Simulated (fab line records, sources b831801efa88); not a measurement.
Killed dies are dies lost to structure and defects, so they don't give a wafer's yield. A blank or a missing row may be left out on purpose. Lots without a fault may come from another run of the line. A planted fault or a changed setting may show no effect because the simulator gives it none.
Chamber matching | flow gf180mcu | GF_PASSIVATION_ETCH_11 on rie_diel-04: 4 sister chambers
The step etches the open film in CF4/O2, stops on TiN, target depth 1800 nm, time 400 s. 24 wafers are shown with their chamber, then 12 later ones without.

WAFERS WITH THEIR CHAMBER
wafer  | chamber | oes_product_au (a.u.) | throttle_valve_pct (%) | rf_fwd_power_W (W)
L074.1 | 3       | 0.955                 | 5.975                  | 794.5
L074.3 | 0       | 0.965                 | 5.964                  | 800.6
L074.6 | 1       | 0.975                 | 5.979                  | 798.5
L076.1 | 3       | 0.966                 | 5.961                  | 801.9
L076.3 | 1       | 0.960                 | 5.962                  | 798.5
L076.6 | 1       | 0.968                 | 5.967                  | 798.7
L079.4 | 0       | 0.960                 | 5.964                  | 795.9
L079.5 | 3       | 0.958                 | 5.973                  | 804.0
L079.6 | 2       | 0.974                 | 5.963                  | 799.1
L081.3 | 2       | 0.951                 | 5.967                  | 799.8
L081.4 | 2       | 0.964                 | 5.969                  | 801.3
L081.5 | 3       | 0.973                 | 5.966                  | 798.8
L083.1 | 3       | 0.959                 | 5.954                  | 797.6
L083.3 | 1       | 0.965                 | 5.963                  | 798.9
L083.4 | 2       | 0.959                 | 5.950                  | 799.4
L084.2 | 2       | 0.961                 | 5.966                  | 796.2
L084.4 | 1       | 0.965                 | 5.953                  | 796.5
L084.5 | 2       | 0.968                 | 5.967                  | 797.1
L087.1 | 3       | 0.965                 | 5.957                  | 795.1
L087.3 | 0       | 0.952                 | 5.957                  | 797.9
L087.6 | 3       | 0.959                 | 5.954                  | 800.7
L088.1 | 0       | 0.965                 | 5.968                  | 798.5
L088.2 | 1       | 0.968                 | 5.973                  | 795.9
L088.4 | 3       | 0.967                 | 5.951                  | 797.7

SIGNATURES (means of the wafers above)
reading            | chamber 0 | chamber 1 | chamber 2 | chamber 3 | scatter within a chamber
oes_product_au     | 0.96050   | 0.96683   | 0.96283   | 0.96275   | 0.00631
throttle_valve_pct | 5.96325   | 5.96617   | 5.96367   | 5.96138   | 0.00805
rf_fwd_power_W     | 798.225   | 797.833   | 798.817   | 798.788   | 2.37
Rule: a wafer's distance from a chamber is the root of the sum, over the readings, of the square of ((its reading less the chamber's mean) divided by the reading's scatter). The wafer belongs to the nearest chamber; if the next one is less than 2 further off, it can't be placed. The scatter: the root of (the sum of the squares of (reading less its chamber's mean) over the shown wafers, divided by (wafers less chambers)).

WAFERS WITHOUT THEIR CHAMBER
wafer  | oes_product_au (a.u.) | throttle_valve_pct (%) | rf_fwd_power_W (W)
L089.4 | 0.964                 | 5.954                  | 795.8
L089.5 | 0.966                 | 5.963                  | 798.0
L089.6 | 0.965                 | 5.970                  | 798.9
L090.2 | 0.960                 | 5.953                  | 799.4
L090.3 | 0.963                 | 5.975                  | 797.4
L090.5 | 0.959                 | 5.961                  | 794.8
L096.2 | 0.960                 | 5.948                  | 801.2
L096.4 | 0.963                 | 5.960                  | 799.5
L096.6 | 0.962                 | 5.970                  | 797.2
L097.2 | 0.964                 | 5.973                  | 796.1
L097.4 | 0.966                 | 5.974                  | 799.6
L097.5 | 0.981                 | 5.958                  | 800.0

WHICH CHAMBER EACH WENT THROUGH
wafer  | from the rows above               | in truth
L089.4 | can't be placed: 3 or 0 or 2 or 1 | 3
L089.5 | can't be placed: 1 or 2 or 3 or 0 | 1
L089.6 | can't be placed: 1 or 2 or 3 or 0 | 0
L090.2 | can't be placed: 3 or 0 or 2 or 1 | 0
L090.3 | can't be placed: 1 or 2 or 0 or 3 | 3
L090.5 | can't be placed: 0 or 3 or 2 or 1 | 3
L096.2 | can't be placed: 3 or 2 or 0 or 1 | 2
L096.4 | can't be placed: 3 or 2 or 0 or 1 | 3
L096.6 | can't be placed: 1 or 0 or 2 or 3 | 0
L097.2 | can't be placed: 1 or 0 or 2 or 3 | 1
L097.4 | can't be placed: 1 or 2 or 3 or 0 | 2
L097.5 | can't be placed: 1 or 3 or 2 or 0 | 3
Placed correctly: 0 of 12. Can't be placed from these rows: 12 (the true chamber is among the candidates in 12). Placed wrongly: 0.
